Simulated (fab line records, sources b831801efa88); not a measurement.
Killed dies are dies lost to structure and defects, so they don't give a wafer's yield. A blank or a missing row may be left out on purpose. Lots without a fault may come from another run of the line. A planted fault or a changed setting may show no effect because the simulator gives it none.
A sampling plan put to the test | flow gf180mcu | one fab line, 60 faults that these records tell of, each judged on the records of the lots that it struck
The plan is the line's own looks: the steps of the route at which a gauge or an inspection reads the wafer and doesn't change it. A look can be judged if struck wafers have a number there and the file gives its usual mean and standard deviation on fault-free wafers. Caught: at a look after the fault's first step, the mean of the struck wafers lies 4 or more of those standard deviations (sigma) from the usual mean. On the tool: the same test on the tool's own readings at the fault's steps. Another recipe on the struck wafers, or a record that is blank for them alone, also counts as caught.

THE FAULTS, as the simulator had put them in
1. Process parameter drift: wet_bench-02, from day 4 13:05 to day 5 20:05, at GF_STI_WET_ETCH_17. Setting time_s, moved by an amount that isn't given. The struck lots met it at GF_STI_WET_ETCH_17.
2. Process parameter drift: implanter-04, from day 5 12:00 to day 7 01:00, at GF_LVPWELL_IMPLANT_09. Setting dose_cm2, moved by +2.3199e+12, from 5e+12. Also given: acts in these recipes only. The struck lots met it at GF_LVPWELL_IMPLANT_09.
3. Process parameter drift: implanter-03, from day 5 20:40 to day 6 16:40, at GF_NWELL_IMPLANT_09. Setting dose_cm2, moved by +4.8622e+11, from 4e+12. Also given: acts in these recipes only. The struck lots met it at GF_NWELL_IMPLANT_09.
4. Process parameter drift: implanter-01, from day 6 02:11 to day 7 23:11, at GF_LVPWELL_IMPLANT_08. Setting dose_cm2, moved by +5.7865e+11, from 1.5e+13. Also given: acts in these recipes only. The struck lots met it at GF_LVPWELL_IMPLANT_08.
5. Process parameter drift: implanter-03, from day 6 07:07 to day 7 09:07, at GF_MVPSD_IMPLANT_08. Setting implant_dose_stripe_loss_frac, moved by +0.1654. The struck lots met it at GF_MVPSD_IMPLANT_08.
6. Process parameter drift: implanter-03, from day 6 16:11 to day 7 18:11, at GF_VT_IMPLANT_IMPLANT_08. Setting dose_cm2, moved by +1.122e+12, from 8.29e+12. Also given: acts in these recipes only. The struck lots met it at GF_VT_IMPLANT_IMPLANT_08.
7. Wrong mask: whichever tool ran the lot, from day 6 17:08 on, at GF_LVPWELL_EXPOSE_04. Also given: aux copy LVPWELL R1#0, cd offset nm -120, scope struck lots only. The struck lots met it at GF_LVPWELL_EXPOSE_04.
8. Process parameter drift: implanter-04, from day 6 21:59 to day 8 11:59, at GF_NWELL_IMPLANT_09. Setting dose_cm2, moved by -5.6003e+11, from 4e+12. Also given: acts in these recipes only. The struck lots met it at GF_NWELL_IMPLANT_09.
9. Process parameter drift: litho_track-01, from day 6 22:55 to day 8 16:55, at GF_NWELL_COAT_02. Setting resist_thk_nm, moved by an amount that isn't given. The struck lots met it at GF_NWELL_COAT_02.
10. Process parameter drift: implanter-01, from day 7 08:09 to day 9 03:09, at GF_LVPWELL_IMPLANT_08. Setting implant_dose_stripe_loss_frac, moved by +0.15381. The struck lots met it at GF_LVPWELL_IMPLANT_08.
11. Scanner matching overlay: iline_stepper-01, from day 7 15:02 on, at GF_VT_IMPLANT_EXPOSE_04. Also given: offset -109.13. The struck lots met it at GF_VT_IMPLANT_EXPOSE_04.
12. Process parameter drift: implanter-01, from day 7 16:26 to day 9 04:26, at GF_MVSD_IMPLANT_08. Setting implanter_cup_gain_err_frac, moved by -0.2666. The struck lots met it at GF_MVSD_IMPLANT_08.
13. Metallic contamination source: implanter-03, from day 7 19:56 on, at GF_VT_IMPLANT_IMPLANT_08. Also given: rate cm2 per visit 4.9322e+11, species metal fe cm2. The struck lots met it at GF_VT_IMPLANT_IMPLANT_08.
14. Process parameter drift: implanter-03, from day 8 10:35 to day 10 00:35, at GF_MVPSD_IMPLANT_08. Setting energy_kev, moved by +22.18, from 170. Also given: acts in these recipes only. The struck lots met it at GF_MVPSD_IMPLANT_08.
15. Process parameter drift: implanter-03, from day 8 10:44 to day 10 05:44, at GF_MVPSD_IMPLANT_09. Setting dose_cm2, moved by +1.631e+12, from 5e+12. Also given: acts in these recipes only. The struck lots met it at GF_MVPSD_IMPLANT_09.
16. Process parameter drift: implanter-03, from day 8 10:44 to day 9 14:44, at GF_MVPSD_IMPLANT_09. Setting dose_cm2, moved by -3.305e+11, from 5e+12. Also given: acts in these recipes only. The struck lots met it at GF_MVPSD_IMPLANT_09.
17. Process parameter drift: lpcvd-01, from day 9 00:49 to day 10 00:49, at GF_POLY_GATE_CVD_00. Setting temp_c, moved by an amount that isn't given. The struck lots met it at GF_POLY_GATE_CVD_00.
18. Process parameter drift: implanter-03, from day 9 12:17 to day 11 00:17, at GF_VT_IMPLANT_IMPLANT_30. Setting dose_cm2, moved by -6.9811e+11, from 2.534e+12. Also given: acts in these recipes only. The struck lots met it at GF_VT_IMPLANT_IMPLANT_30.
19. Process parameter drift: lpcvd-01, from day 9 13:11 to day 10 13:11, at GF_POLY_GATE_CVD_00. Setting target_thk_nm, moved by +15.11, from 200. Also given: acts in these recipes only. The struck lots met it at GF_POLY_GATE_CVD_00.
20. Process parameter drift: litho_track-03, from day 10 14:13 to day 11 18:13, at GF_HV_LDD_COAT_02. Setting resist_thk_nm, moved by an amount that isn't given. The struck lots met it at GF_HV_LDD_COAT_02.
21. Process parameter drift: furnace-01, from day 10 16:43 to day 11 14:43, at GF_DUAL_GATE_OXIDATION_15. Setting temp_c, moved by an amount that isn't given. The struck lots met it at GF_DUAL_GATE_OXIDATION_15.
22. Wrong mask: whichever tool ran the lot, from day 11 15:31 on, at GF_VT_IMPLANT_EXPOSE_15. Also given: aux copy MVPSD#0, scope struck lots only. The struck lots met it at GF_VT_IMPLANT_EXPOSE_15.
23. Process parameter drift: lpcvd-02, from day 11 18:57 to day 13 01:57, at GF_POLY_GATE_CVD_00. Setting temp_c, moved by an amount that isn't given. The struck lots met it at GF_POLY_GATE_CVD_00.
24. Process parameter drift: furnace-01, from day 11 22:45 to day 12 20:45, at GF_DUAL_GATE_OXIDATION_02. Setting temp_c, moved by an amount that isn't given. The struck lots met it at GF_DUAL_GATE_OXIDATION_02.
25. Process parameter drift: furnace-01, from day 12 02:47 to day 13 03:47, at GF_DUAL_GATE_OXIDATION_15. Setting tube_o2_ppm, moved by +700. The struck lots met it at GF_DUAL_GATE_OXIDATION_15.
26. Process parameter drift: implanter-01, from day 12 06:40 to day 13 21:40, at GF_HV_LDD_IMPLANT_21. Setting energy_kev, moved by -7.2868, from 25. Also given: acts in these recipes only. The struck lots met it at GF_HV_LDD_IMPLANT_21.
27. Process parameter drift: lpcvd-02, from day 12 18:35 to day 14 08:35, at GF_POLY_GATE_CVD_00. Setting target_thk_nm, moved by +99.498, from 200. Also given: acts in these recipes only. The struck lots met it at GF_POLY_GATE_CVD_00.
28. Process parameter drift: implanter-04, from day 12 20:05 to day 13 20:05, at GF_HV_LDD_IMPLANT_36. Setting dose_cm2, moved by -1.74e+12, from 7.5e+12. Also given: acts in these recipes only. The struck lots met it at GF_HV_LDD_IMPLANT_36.
29. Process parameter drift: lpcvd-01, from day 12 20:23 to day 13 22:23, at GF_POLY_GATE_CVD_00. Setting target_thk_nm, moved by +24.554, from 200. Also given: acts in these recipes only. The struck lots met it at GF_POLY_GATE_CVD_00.
30. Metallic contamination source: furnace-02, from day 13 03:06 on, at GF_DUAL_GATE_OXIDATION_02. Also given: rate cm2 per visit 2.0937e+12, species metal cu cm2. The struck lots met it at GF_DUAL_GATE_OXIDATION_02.
31. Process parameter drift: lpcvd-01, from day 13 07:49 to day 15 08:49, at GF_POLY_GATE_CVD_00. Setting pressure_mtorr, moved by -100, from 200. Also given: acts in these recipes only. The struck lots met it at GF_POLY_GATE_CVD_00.
32. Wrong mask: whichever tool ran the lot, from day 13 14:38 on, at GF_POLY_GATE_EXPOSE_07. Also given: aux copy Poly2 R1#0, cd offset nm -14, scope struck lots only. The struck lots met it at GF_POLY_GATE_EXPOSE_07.
33. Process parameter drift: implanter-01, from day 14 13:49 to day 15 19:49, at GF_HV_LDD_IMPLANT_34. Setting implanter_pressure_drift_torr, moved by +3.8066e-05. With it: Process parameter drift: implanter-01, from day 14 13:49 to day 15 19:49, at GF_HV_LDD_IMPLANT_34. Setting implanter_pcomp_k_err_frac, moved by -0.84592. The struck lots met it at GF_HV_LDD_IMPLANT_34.
34. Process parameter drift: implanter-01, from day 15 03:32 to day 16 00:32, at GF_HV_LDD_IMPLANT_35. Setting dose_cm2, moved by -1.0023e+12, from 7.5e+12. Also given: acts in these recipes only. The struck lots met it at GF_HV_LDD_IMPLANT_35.
35. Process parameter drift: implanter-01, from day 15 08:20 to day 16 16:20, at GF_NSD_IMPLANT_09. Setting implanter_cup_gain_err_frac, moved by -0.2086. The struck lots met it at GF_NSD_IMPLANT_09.
36. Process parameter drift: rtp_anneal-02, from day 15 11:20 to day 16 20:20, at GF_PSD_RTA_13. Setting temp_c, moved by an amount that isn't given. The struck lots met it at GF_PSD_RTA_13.
37. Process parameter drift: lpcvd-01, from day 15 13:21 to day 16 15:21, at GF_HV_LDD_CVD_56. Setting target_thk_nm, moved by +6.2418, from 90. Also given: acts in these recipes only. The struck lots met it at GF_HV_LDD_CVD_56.
38. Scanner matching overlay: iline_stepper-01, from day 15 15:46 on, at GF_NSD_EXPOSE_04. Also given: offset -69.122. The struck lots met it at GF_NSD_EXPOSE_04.
39. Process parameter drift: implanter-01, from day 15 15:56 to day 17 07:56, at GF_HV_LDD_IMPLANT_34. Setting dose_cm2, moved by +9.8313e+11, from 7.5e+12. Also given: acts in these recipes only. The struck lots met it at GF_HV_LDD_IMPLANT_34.
40. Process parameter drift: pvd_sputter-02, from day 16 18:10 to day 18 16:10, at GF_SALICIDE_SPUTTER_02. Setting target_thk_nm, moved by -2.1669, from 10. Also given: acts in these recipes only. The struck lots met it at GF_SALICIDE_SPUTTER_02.
41. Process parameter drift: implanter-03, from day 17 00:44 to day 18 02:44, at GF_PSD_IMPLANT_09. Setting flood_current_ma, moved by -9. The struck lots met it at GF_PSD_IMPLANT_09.
42. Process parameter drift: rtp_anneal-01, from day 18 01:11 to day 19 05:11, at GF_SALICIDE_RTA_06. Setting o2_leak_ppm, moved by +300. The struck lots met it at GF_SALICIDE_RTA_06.
43. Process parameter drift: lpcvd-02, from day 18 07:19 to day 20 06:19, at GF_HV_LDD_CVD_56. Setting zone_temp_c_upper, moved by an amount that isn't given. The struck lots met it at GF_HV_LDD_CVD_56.
44. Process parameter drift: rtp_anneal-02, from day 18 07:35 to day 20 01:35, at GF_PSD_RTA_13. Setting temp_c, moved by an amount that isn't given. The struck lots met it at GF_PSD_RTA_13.
45. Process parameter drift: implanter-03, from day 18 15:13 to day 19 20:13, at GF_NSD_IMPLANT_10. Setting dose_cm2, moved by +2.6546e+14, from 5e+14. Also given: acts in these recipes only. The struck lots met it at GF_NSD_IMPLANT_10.
46. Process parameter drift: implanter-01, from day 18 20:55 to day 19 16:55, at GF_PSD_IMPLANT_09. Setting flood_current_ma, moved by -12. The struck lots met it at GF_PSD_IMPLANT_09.
47. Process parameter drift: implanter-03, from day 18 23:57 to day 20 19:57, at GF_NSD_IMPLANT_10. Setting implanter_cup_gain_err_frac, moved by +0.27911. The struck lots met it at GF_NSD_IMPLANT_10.
48. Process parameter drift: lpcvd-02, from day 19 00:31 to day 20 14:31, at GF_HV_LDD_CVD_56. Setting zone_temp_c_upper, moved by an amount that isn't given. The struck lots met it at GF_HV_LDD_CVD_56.
49. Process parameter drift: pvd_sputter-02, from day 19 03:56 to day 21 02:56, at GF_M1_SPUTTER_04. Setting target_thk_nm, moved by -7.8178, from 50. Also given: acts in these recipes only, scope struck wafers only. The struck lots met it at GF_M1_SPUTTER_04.
50. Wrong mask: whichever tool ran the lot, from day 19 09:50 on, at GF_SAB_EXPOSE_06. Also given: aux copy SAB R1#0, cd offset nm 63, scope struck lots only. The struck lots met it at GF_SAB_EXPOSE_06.
51. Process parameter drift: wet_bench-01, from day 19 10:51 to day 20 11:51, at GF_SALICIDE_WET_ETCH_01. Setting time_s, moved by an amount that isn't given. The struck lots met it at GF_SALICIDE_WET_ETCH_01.
52. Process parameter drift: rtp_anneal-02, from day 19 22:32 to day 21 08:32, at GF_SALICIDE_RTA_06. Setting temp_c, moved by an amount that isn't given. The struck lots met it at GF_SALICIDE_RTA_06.
53. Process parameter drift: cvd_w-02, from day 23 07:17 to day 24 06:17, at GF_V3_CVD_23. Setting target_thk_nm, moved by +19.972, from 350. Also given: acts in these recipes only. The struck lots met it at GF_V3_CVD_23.
54. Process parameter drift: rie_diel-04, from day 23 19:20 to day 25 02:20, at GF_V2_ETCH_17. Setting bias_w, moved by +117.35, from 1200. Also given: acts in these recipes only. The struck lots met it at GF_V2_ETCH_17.
55. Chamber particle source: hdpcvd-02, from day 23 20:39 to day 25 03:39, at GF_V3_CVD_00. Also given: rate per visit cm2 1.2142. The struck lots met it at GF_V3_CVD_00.
56. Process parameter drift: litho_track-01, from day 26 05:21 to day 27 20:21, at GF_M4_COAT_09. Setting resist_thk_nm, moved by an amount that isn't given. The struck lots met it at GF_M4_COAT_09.
57. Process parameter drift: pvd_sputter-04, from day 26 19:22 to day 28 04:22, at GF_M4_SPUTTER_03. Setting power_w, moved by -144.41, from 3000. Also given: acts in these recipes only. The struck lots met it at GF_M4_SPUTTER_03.
58. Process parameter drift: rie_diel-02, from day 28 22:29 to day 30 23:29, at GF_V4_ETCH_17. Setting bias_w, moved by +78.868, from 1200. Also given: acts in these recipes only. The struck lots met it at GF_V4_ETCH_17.
59. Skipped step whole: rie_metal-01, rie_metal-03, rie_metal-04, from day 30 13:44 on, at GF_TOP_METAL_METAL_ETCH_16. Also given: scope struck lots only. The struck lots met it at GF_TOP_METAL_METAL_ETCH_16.
60. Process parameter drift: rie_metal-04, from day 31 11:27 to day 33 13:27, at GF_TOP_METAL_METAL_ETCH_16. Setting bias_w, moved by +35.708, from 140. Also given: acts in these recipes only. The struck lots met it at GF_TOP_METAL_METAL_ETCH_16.

WHAT THE PLAN SAW
fault | on the tool itself                               | first look that catches it                      | reading, sigma                                     | median hours from its first step to that look | hours from the fault's start to the first struck lot there | judged looks passed uncaught
1     | run_length_s +99 or beyond sigma                 | none of the 2 looks that can be judged after it | -                                                  | -                                             | -                                                          | 2
2     | dose_ions_cm2 +99 or beyond sigma                | GF_VT_IMPLANT_RS_MEAS_48                        | LVPWELL_RS -25                                     | 99.3                                          | 99                                                         | 0
3     | dose_ions_cm2 +99 or beyond sigma                | GF_VT_IMPLANT_RS_MEAS_47                        | NWELL_RS -6.7                                      | 115.4                                         | 121                                                        | 0
4     | dose_ions_cm2 +36 sigma                          | GF_VT_IMPLANT_RS_MEAS_48                        | LVPWELL_RS -7.8                                    | 97.0                                          | 98                                                         | 0
5     | under 2 sigma                                    | GF_VT_IMPLANT_RS_MEAS_49                        | MVPSD_RS +16                                       | 62.7                                          | 71                                                         | 0
6     | dose_ions_cm2 +99 or beyond sigma                | GF_VT_IMPLANT_TW_MEAS_10                        | VT_IMPLANT_TW +7.5                                 | 0.2                                           | 8                                                          | 0
7     | under 2 sigma                                    | no look after it can be judged                  | -                                                  | -                                             | -                                                          | 0
8     | dose_ions_cm2 -99 or beyond sigma                | GF_VT_IMPLANT_RS_MEAS_47                        | NWELL_RS +8.7                                      | 122.3                                         | 125                                                        | 0
9     | under 2 sigma                                    | not the one look that can be judged after it    | -                                                  | -                                             | -                                                          | 1
10    | under 2 sigma                                    | GF_VT_IMPLANT_RS_MEAS_48                        | LVPWELL_RS +18                                     | 107.2                                         | 126                                                        | 1
11    | under 2 sigma                                    | GF_VT_IMPLANT_OVL_MEAS_07                       | VT_IMPLANT_OVL -71                                 | 7.5                                           | 10                                                         | 0
12    | beam_on_s +20 sigma                              | GF_MVSD_TW_MEAS_11                              | MVSD_TW +6.1                                       | 0.4                                           | 8                                                          | 0
13    | under 2 sigma                                    | none of the 5 looks that can be judged after it | -                                                  | -                                             | -                                                          | 5
14    | beam_energy_keV +99 or beyond sigma              | GF_VT_IMPLANT_RS_MEAS_49                        | MVPSD_RS -6.8                                      | 72.3                                          | 77                                                         | 0
15    | dose_ions_cm2 +99 or beyond sigma                | GF_VT_IMPLANT_RS_MEAS_49                        | MVPSD_RS -18                                       | 72.1                                          | 77                                                         | 0
16    | dose_ions_cm2 -65 sigma                          | GF_VT_IMPLANT_RS_MEAS_49                        | MVPSD_RS +4.2                                      | 72.1                                          | 77                                                         | 0
17    | susceptor_temp_C +99 or beyond sigma             | GF_POLY_GATE_THK_MEAS_01                        | POLY_GATE_CVD_00_THK +99 or beyond                 | 1.3                                           | 4                                                          | 0
18    | dose_ions_cm2 -99 or beyond sigma                | GF_VT_IMPLANT_TW_MEAS_32                        | VT_IMPLANT_3_TW -13                                | 0.2                                           | 9                                                          | 0
19    | under 2 sigma                                    | GF_POLY_GATE_THK_MEAS_01                        | POLY_GATE_CVD_00_THK +8.6                          | 1.3                                           | 3                                                          | 0
20    | under 2 sigma                                    | not the one look that can be judged after it    | strongest: cd_nm at GF_HV_LDD_CD_MEAS_07, +3.3     | -                                             | -                                                          | 1
21    | tube_center_temp_C +99 or beyond sigma           | no look after it can be judged                  | -                                                  | -                                             | -                                                          | 0
22    | no reading that can be judged                    | GF_VT_IMPLANT_TW_MEAS_21                        | VT_IMPLANT_2_TW -99 or beyond                      | 9.6                                           | 17                                                         | 0
23    | susceptor_temp_C +99 or beyond sigma             | GF_POLY_GATE_THK_MEAS_01                        | POLY_GATE_CVD_00_THK +90                           | 1.4                                           | 7                                                          | 0
24    | tube_center_temp_C -99 or beyond sigma           | GF_DUAL_GATE_THK_MEAS_03                        | DUAL_GATE_OXIDATION_00_THK -14                     | 1.4                                           | 8                                                          | 0
25    | under 2 sigma                                    | no look after it can be judged                  | -                                                  | -                                             | -                                                          | 0
26    | beam_energy_keV -99 or beyond sigma              | GF_HV_LDD_TW_MEAS_23                            | HV_LDD_2_TW -8.8                                   | 0.2                                           | 6                                                          | 0
27    | under 2 sigma                                    | GF_POLY_GATE_THK_MEAS_01                        | POLY_GATE_CVD_00_THK +53                           | 1.3                                           | 11                                                         | 0
28    | dose_ions_cm2 -99 or beyond sigma                | GF_HV_LDD_RS_MEAS_53                            | HV_LDD_RS +4.7                                     | 20.9                                          | 23                                                         | 2
29    | under 2 sigma                                    | GF_POLY_GATE_THK_MEAS_01                        | POLY_GATE_CVD_00_THK +12                           | 1.3                                           | 7                                                          | 0
30    | under 2 sigma                                    | none of the 5 looks that can be judged after it | -                                                  | -                                             | -                                                          | 5
31    | pressure_mtorr -99 or beyond sigma               | GF_POLY_GATE_THK_MEAS_01                        | POLY_GATE_CVD_00_THK -31                           | 1.3                                           | 7                                                          | 0
32    | under 2 sigma                                    | GF_POLY_GATE_CD_MEAS_10                         | cd_nm -13                                          | 10.2                                          | 11                                                         | 0
33    | end_station_pressure_torr +99 or beyond sigma    | no look after it can be judged                  | -                                                  | -                                             | -                                                          | 0
34    | dose_ions_cm2 -99 or beyond sigma                | none of the 2 looks that can be judged after it | strongest: HV_LDD_RS at GF_HV_LDD_RS_MEAS_53, +3.2 | -                                             | -                                                          | 2
35    | beam_on_s +8.2 sigma                             | GF_PSD_RS_MEAS_14                               | NSD_RS -14                                         | 23.0                                          | 26                                                         | 0
36    | wafer_temp_C_max +14 sigma                       | GF_PSD_RS_MEAS_14                               | NSD_RS -37                                         | 0.1                                           | 16                                                         | 0
37    | no reading that can be judged                    | GF_HV_LDD_THK_MEAS_57                           | HV_LDD_CVD_56_THK +8.6                             | 1.5                                           | 6                                                          | 0
38    | no reading that can be judged                    | GF_NSD_OVL_MEAS_08                              | NSD_OVL -58                                        | 11.3                                          | 26                                                         | 0
39    | dose_ions_cm2 +99 or beyond sigma                | no look after it can be judged                  | -                                                  | -                                             | -                                                          | 0
40    | under 2 sigma                                    | GF_SALICIDE_RS_MEAS_04                          | SALICIDE_TIN_RS +15                                | 0.1                                           | 7                                                          | 0
41    | under 2 sigma                                    | no look after it can be judged                  | -                                                  | -                                             | -                                                          | 0
42    | chamber_o2_ppm +99 or beyond sigma               | no look after it can be judged                  | -                                                  | -                                             | -                                                          | 0
43    | spike_tc_upper_C -29 sigma                       | not the one look that can be judged after it    | -                                                  | -                                             | -                                                          | 1
44    | under 2 sigma                                    | GF_PSD_RS_MEAS_14                               | NSD_RS -46                                         | 0.1                                           | 7                                                          | 0
45    | dose_ions_cm2 +99 or beyond sigma                | GF_PSD_RS_MEAS_14                               | NSD_RS -35                                         | 25.2                                          | 32                                                         | 0
46    | under 2 sigma                                    | none of the 8 looks that can be judged after it | -                                                  | -                                             | -                                                          | 8
47    | faraday_current_uA +13 sigma                     | GF_PSD_RS_MEAS_14                               | NSD_RS +16                                         | 24.5                                          | 27                                                         | 0
48    | spike_tc_upper_C -39 sigma                       | GF_HV_LDD_THK_MEAS_57                           | HV_LDD_CVD_56_THK -5.9                             | 1.4                                           | 8                                                          | 0
49    | under 2 sigma                                    | none of the 7 looks that can be judged after it | strongest: M1_ALCU_THK at GF_M1_THK_MEAS_06, +2.3  | -                                             | -                                                          | 7
50    | under 2 sigma                                    | GF_SAB_CD_MEAS_09                               | cd_nm +29                                          | 11.8                                          | 13                                                         | 0
51    | run_length_s +30 sigma                           | no look after it can be judged                  | -                                                  | -                                             | -                                                          | 0
52    | wafer_temp_C_max -99 or beyond sigma             | no look after it can be judged                  | -                                                  | -                                             | -                                                          | 0
53    | under 2 sigma                                    | GF_V3_RS_MEAS_24                                | V3_W_RS -6.4                                       | 0.1                                           | 4                                                          | 0
54    | bias_w +31 sigma                                 | no look after it can be judged                  | -                                                  | -                                             | -                                                          | 0
55    | no reading that can be judged                    | none of the 2 looks that can be judged after it | -                                                  | -                                             | -                                                          | 2
56    | under 2 sigma                                    | none of the 2 looks that can be judged after it | strongest: cd_nm at GF_M4_CD_MEAS_14, -3.1         | -                                             | -                                                          | 2
57    | cathode_dc_power_W -99 or beyond sigma           | no look after it can be judged                  | -                                                  | -                                             | -                                                          | 0
58    | bias_w +21 sigma                                 | no look after it can be judged                  | -                                                  | -                                             | -                                                          | 0
59    | the tool's record is blank for the struck wafers | no look after it can be judged                  | -                                                  | -                                             | -                                                          | 0
60    | bias_w +94 sigma                                 | no look after it can be judged                  | -                                                  | -                                             | -                                                          | 0
A dash: the fault isn't caught, or these records don't give the number.

Caught at a look: 35 of 60. Caught on the tool: 35 of 60. By one or the other: 49 of 60.
Caught on the tool alone: faults 1, 21, 33, 34, 39, 42, 43, 51, 52, 54, 57, 58, 59, 60.
Caught at a look alone: faults 5, 10, 11, 19, 22, 27, 29, 32, 37, 38, 40, 44, 50, 53.
Caught by neither: faults 7, 9, 13, 20, 25, 30, 41, 46, 49, 55, 56.

THINNER SAMPLING
If the look that catches a fault measured only every second or every third lot, by lot number, the first struck lot would be measured this late in the worst case:
fault | struck lots at that look, in order of time | every lot | every second lot | every third lot
2     | L181, L185, L186                           | 99 h      | 134 h            | 134 h
3     | L913, L914, L915                           | 121 h     | 125 h            | 133 h
4     | L873, L874                                 | 98 h      | 110 h            | may miss all 2
5     | L211, L212                                 | 71 h      | 80 h             | may miss all 2
6     | L122, L123, L124                           | 8 h       | 15 h             | 23 h
8     | L589, L591                                 | 125 h     | may miss all 2   | may miss all 2
10    | L196                                       | 126 h     | may miss it      | may miss it
11    | L819, L820, L821                           | 10 h      | 20 h             | 24 h
12    | L927, L931                                 | 8 h       | may miss all 2   | may miss all 2
14    | L417, L418                                 | 77 h      | 89 h             | may miss all 2
15    | L215, L216                                 | 77 h      | 89 h             | may miss all 2
16    | L689, L690                                 | 77 h      | 89 h             | may miss all 2
17    | L712, L713, L714                           | 4 h       | 12 h             | 15 h
18    | L833, L834                                 | 9 h       | 14 h             | may miss all 2
19    | L172, L174                                 | 3 h       | may miss all 2   | may miss all 2
22    | L886                                       | 17 h      | may miss it      | may miss it
23    | L826, L827, L828                           | 7 h       | 11 h             | 16 h
24    | L741, L742                                 | 8 h       | 17 h             | may miss all 2
26    | L770, L773                                 | 6 h       | 31 h             | may miss all 2
27    | L228, L230                                 | 11 h      | may miss all 2   | may miss all 2
28    | L923, L924                                 | 23 h      | 33 h             | may miss all 2
29    | L451, L453                                 | 7 h       | may miss all 2   | may miss all 2
31    | L843, L846                                 | 7 h       | 45 h             | may miss all 2
32    | L769                                       | 11 h      | may miss it      | may miss it
35    | L294, L296                                 | 26 h      | may miss all 2   | may miss all 2
36    | L944, L945                                 | 16 h      | 23 h             | may miss all 2
37    | L769, L770, L771                           | 6 h       | 13 h             | 26 h
38    | L653, L654                                 | 26 h      | 34 h             | may miss all 2
40    | L704, L706                                 | 7 h       | may miss all 2   | may miss all 2
44    | L512, L513, L515                           | 7 h       | 12 h             | may miss all 3
45    | L738, L739                                 | 32 h      | 35 h             | may miss all 2
47    | L121, L124                                 | 27 h      | 57 h             | may miss all 2
48    | L828, L829                                 | 8 h       | 30 h             | may miss all 2
50    | L754                                       | 13 h      | may miss it      | may miss it
53    | L324, L325                                 | 4 h       | 10 h             | may miss all 2
Hours are from the fault's start to the first struck lot that is measured. The limit of 4 sigma was tested on all struck wafers together, so one lot alone may lie under it. Other struck lots may not be in these records.

THE LONGEST TIMED WAY FROM STEP TO LOOK
Fault 8: a median of 122.3 hours passes between GF_NWELL_IMPLANT_09 and GF_VT_IMPLANT_RS_MEAS_47. No look between them can be judged.
